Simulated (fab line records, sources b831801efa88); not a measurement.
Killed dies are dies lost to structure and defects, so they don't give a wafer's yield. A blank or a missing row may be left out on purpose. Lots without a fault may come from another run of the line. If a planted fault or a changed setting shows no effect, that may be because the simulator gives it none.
Chamber matching :: flow gf180mcu :: rie diel-02 running GF_V2_ETCH_16: 4 sister chambers
The step etches BARC in N2/H2. 4 wafers are shown with their chamber, then 11 later ones without.

== EACH WAFER AND ITS CHAMBER ==
wafer: L085.5
chamber: 1
drypump motor current A (A): 5.59

wafer: L087.4
chamber: 2
drypump motor current A (A): 5.67

wafer: L089.1
chamber: 0
drypump motor current A (A): 5.43

wafer: L092.2
chamber: 3
drypump motor current A (A): 5.73

== WAFERS WITH NO CHAMBER GIVEN ==
wafer: L092.3
drypump motor current A (A): 5.42

wafer: L092.5
drypump motor current A (A): 5.62

wafer: L094.2
drypump motor current A (A): 5.46

wafer: L094.3
drypump motor current A (A): 5.60

wafer: L094.4
drypump motor current A (A): 5.72

wafer: L095.1
drypump motor current A (A): 5.44

wafer: L095.3
drypump motor current A (A): 5.74

wafer: L095.6
drypump motor current A (A): 5.76

wafer: L096.2
drypump motor current A (A): 5.42

wafer: L096.3
drypump motor current A (A): 5.58

wafer: L096.4
drypump motor current A (A): 5.41

== THE CHAMBER EACH PASSED THROUGH ==
wafer: L092.3
from the rows above: 0
in truth: 0

wafer: L092.5
from the rows above: can't be placed: 1 or 2
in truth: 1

wafer: L094.2
from the rows above: 0
in truth: 0

wafer: L094.3
from the rows above: 1
in truth: 1

wafer: L094.4
from the rows above: 3
in truth: 3

wafer: L095.1
from the rows above: 0
in truth: 0

wafer: L095.3
from the rows above: 3
in truth: 3

wafer: L095.6
from the rows above: 3
in truth: 3

wafer: L096.2
from the rows above: 0
in truth: 0

wafer: L096.3
from the rows above: 1
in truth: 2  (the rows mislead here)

wafer: L096.4
from the rows above: 0
in truth: 0
Correctly placed: 9 of 11. These rows do not allow placing 1 (true chamber among the candidates in 1). Placed wrongly: 1.
How it was worked out, from the rows above alone: a wafer's distance from a chamber is the root of the sum, over the readings, of the square of ((its reading less the chamber's mean) divided by the reading's scatter). The wafer belongs to the nearest chamber; if the next one is less than 2 further off, it can't be placed. The mean given for a chamber averages the wafers shown for that chamber. The scatter (one wafer shown for each chamber): square how far every hidden wafer sits from the nearest shown wafer, average those squares and take the square root.
